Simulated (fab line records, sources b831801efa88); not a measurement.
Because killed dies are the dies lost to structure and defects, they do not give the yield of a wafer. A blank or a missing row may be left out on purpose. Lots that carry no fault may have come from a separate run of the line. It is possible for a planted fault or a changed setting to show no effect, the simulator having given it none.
One fault through the eyes of 2 desks || flow gf180mcu || numbers are kept per desk, each desk with only its own; the story behind them comes last

DESK OF THE TOOL OWNER: iline_stepper-01
The tool's own readings at GF_NSD_EXPOSE_04 (exposes mask Nplus, target cd 400 nm): means of the sampled wafers that have a number, for each lot that ran on this tool. The brackets show how far a lot's mean lies from the usual mean; more than 4 standard deviations puts the lot out of limits, marked OUT.
Columns: A = focus_offset_nm at GF_NSD_EXPOSE_04, usual 0.1 nm; B = reticle_temp_C at GF_NSD_EXPOSE_04, usual 22.98 C
{"lot": "L693", "first seen here": "day 13 15:11", "A": -0.9, "B": 22.97}
{"lot": "L696", "first seen here": "day 14 14:22", "A": 0.1, "B": 22.96}
{"lot": "L702", "first seen here": "day 16 18:30", "A": -0.2, "B": 22.89}
{"lot": "L703", "first seen here": "day 16 21:19", "A": 0.6, "B": 23.02}
This desk's finding: nothing out of limits on any of the 4 lots.

AT THE METROLOGY DESK
What the gauges read for every lot (on any tool): the sampled wafers with a number, averaged. The brackets show how far a lot's mean lies from the usual mean; more than 4 standard deviations puts the lot out of limits, marked OUT.
Columns: A = NSD_OVL at GF_NSD_OVL_MEAS_08, usual 1.0 nm; B = cd_nm at GF_PSD_CD_MEAS_07, usual 401.0 nm; C = PSD_RS at GF_PSD_RS_MEAS_15, usual 108.6 ohm/sq; D = CONTACT_OVL at GF_CONTACT_OVL_MEAS_15, usual 3 nm
{"lot": "L691", "first seen here": "day 13 09:22", "A": 2.8, "B": 402.9, "C": 108.3, "D": -2}
{"lot": "L692", "first seen here": "day 13 17:46", "A": -0.1, "B": 398.9, "C": 108.9, "D": 6}
{"lot": "L693", "first seen here": "day 14 01:04", "A": 1.0, "B": 402.2, "C": 108.9, "D": 7}
{"lot": "L694", "first seen here": "day 14 08:56", "A": 1.3, "B": 399.4, "C": 108.8, "D": 5}
{"lot": "L695", "first seen here": "day 14 20:35", "A": 3.0, "B": 401.7, "C": 107.7, "D": 6}
{"lot": "L696", "first seen here": "day 15 00:41", "A": 0.8, "B": 397.2, "C": 108.2, "D": 1}
{"lot": "L702", "first seen here": "day 17 05:41", "A": "141.4 (+99 or more) OUT", "B": 398.5, "C": 108.8, "D": 2}
{"lot": "L703", "first seen here": "day 17 08:37", "A": "141.4 (+99 or more) OUT", "B": 402.5, "C": 108.8, "D": 9}
{"lot": "L707", "first seen here": "day 19 02:22", "A": 2.2, "B": 398.6, "C": 108.4, "D": -0}
{"lot": "L708", "first seen here": "day 19 20:41", "A": 0.8, "B": 397.5, "C": 108.8, "D": 1}
{"lot": "L712", "first seen here": "day 20 20:17", "A": -0.2, "B": 400.5, "C": 108.7, "D": 0}
{"lot": "L713", "first seen here": "day 21 09:41", "A": 2.1, "B": 404.6, "C": 108.8, "D": 7}
{"lot": "L714", "first seen here": "day 21 12:29", "A": 0.9, "B": 401.3, "C": 108.2, "D": 6}
This desk reports L702, L703 out of limits; the earliest was L702 at day 17 05:41 (NSD_OVL at GF_NSD_OVL_MEAS_08). Within limits: L691, L692, L693, L694, L695, L696, L707, L708, L712, L713, L714.

BROUGHT TOGETHER
An alarm was possible from the metrology desk at day 17 05:41, on L702, L703.
Nothing out of limits was seen by the tool owner's desk.
The tool owner's desk has L702, L703 on record, within its limits.
All the named lots went through GF_NSD_EXPOSE_04 on iline_stepper-01.

WHAT THE SIMULATOR HAD INSERTED
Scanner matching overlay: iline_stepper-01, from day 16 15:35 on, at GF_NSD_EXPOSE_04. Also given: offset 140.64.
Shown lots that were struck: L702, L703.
Time in hours between the start of the fault and the first out-of-limits reading at each desk: metrology desk, 14.
